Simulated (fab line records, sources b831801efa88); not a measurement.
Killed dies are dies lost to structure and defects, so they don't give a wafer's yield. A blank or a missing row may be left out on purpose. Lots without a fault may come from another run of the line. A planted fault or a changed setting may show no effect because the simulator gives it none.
Which tool did it? | flow sfq_line | 13 lots, 39 wafers sampled, at 3 steps of a route of 325

WHAT THE GAUGES READ, wafer by wafer
The record holds no reading of a measuring or inspecting step that can be judged against a usual standard deviation.

WHICH TOOL RAN EACH LOT (tool, then ch and the chambers of the sampled wafers, then the start)
lot  | SFQ_TRILAYER_I1_CMP_CMP_046   | SFQ_TRILAYER_I1_METRO_MEASURE_047 | SFQ_TRILAYER_I1_VIA_ETCH_VIA_ETCH_052
L289 | cmp-01 ch 0,2,3, day 24 07:15 | film_metro-03, day 24 09:16       | rie_diel-02 ch 0,2,3, day 30 21:12
L290 | cmp-01 ch 2,3, day 24 12:57   | film_metro-03, day 24 16:28       | rie_diel-01 ch 1,3, day 31 03:12
L291 | cmp-02 ch 0,2,3, day 25 02:15 | film_metro-03, day 25 05:22       | rie_diel-01 ch 0,1,2, day 31 10:24
L292 | cmp-02 ch 0,1,3, day 25 17:45 | film_metro-02, day 25 20:22       | rie_diel-02 ch 0,2,3, day 32 02:08
L293 | cmp-01 ch 0,1, day 26 00:13   | film_metro-04, day 26 02:50       | rie_diel-02 ch 0,1,3, day 32 08:08
L298 | cmp-02 ch 0,1,3, day 29 14:48 | film_metro-03, day 29 16:55       | rie_diel-01 ch 1,2, day 35 14:38
L299 | cmp-02 ch 1,2,3, day 29 18:36 | film_metro-03, day 29 21:43       | rie_diel-03 ch 0,2,3, day 35 19:26
L304 | cmp-01 ch 0,1,3, day 31 03:01 | film_metro-04, day 31 06:32       | rie_diel-01 ch 0,1,3, day 37 15:01
L308 | cmp-02 ch 0,1, day 32 18:44   | film_metro-03, day 32 22:03       | rie_diel-03 ch 0,1, day 39 03:01
L309 | cmp-02 ch 0,1,2, day 33 01:14 | film_metro-02, day 33 03:51       | rie_diel-02 ch 0,3, day 39 10:20
L310 | cmp-02 ch 0,2,3, day 33 17:14 | film_metro-04, day 33 19:15       | rie_diel-01 ch 2,3, day 39 23:40
L311 | cmp-02 ch 0,1,2, day 33 19:59 | film_metro-02, day 33 22:07       | rie_diel-02 ch 0,2,3, day 40 02:04
L312 | cmp-01 ch 0,1,2, day 34 12:57 | film_metro-02, day 34 16:04       | rie_diel-02 ch 0,1, day 40 15:16
- SFQ_TRILAYER_I1_CMP_CMP_046: polishes SiO2.
- SFQ_TRILAYER_I1_METRO_MEASURE_047
- SFQ_TRILAYER_I1_VIA_ETCH_VIA_ETCH_052: etches SiO2 in CHF3, stops on Nb, target depth 260 nm.

WHAT THE TOOLS THEMSELVES READ (means of the sampled wafers that have a number; where no wafer has one, the mark that the record gives instead)
SFQ_TRILAYER_I1_CMP_CMP_046. Usual: motor_current_A 10.7 A, standard deviation 0.85; slurry_flow_ml_min 150.0, standard deviation 0.46; time_to_endpoint_s 214 s, standard deviation 7.2.
lot  | tool   | motor_current_A (A) | slurry_flow_ml_min | time_to_endpoint_s (s) | flag
L289 | cmp-01 | 10.6                | 149.6              | 207                    |
L290 | cmp-01 | 10.5                | 149.9              | 222                    |
L291 | cmp-02 | 10.8                | 149.6              | 214                    |
L292 | cmp-02 | 10.9                | 149.9              | 213                    |
L293 | cmp-01 | 10.7                | 150.2              | 219                    |
L298 | cmp-02 | 11.2                | 149.8              | 214                    |
L299 | cmp-02 | 10.7                | 149.6              | 215                    |
L304 | cmp-01 | 10.2                | 150.6              | 225                    |
L308 | cmp-02 | 11.3                | 149.6              | 217                    |
L309 | cmp-02 | 10.9                | 149.7              | 221                    |
L310 | cmp-02 | 11.1                | 150.6              | 208                    |
L311 | cmp-02 | 10.9                | 150.2              | 215                    |
L312 | cmp-01 | 10.6                | 150.4              | 217                    |

SFQ_TRILAYER_I1_METRO_MEASURE_047. Usual: thk_nm 199.9 nm, standard deviation 0.82.
lot  | tool          | thk_nm (nm) | flag
L289 | film_metro-03 | 200.3       |
L290 | film_metro-03 | 199.4       |
L291 | film_metro-03 | 199.9       |
L292 | film_metro-02 | 200.9       |
L293 | film_metro-04 | 200.0       |
L298 | film_metro-03 | 200.0       |
L299 | film_metro-03 | 199.8       |
L304 | film_metro-04 | 182.8       | OFF
L308 | film_metro-03 | 199.8       |
L309 | film_metro-02 | 200.1       |
L310 | film_metro-04 | 199.0       |
L311 | film_metro-02 | 201.1       |
L312 | film_metro-02 | 199.7       |

SFQ_TRILAYER_I1_VIA_ETCH_VIA_ETCH_052. Usual: drypump_motor_current_A 5.8 A, standard deviation 0.49; oes_product_au 0.854 a.u., standard deviation 0.0048; rf_fwd_power_W 498.0 W, standard deviation 1.5.
lot  | tool        | drypump_motor_current_A (A) | oes_product_au (a.u.) | rf_fwd_power_W (W) | flag
L289 | rie_diel-02 | 5.6                         | 0.852                 | 498.0              |
L290 | rie_diel-01 | 6.5                         | 0.856                 | 498.5              |
L291 | rie_diel-01 | 6.0                         | 0.856                 | 498.7              |
L292 | rie_diel-02 | 5.6                         | 0.855                 | 498.8              |
L293 | rie_diel-02 | 5.2                         | 0.855                 | 497.6              |
L298 | rie_diel-01 | 6.4                         | 0.854                 | 499.4              |
L299 | rie_diel-03 | 5.9                         | 0.854                 | 498.2              |
L304 | rie_diel-01 | 6.1                         | 0.811                 | 497.3              | OFF
L308 | rie_diel-03 | 6.0                         | 0.854                 | 496.1              |
L309 | rie_diel-02 | 5.5                         | 0.854                 | 497.6              |
L310 | rie_diel-01 | 6.2                         | 0.850                 | 496.9              |
L311 | rie_diel-02 | 5.6                         | 0.852                 | 498.1              |
L312 | rie_diel-02 | 5.1                         | 0.853                 | 498.2              |

THE ANSWER, worked out from the rows above alone
Rule: a lot is off if the mean of its wafers that have a number lies more than 3 standard deviations from the usual mean. A lot without any number at a reading at which 4 lots or more have one is off too. The other lots that the step has rows for count as sound. The gauges are gone through in route order, then the tools' own readings, and for those a lot's mean is taken as printed above. The first step at which some lot is off is used, and at that step the reading that is off furthest; a lot without a number counts as furthest.
Off: L304, at SFQ_TRILAYER_I1_METRO_MEASURE_047 (thk_nm).
A tool fits if, at that step or a process step before it, it ran every lot that is off, and no sound lot after the first of them. None of those tried fits.

WHAT THE SIMULATOR HAD PUT IN
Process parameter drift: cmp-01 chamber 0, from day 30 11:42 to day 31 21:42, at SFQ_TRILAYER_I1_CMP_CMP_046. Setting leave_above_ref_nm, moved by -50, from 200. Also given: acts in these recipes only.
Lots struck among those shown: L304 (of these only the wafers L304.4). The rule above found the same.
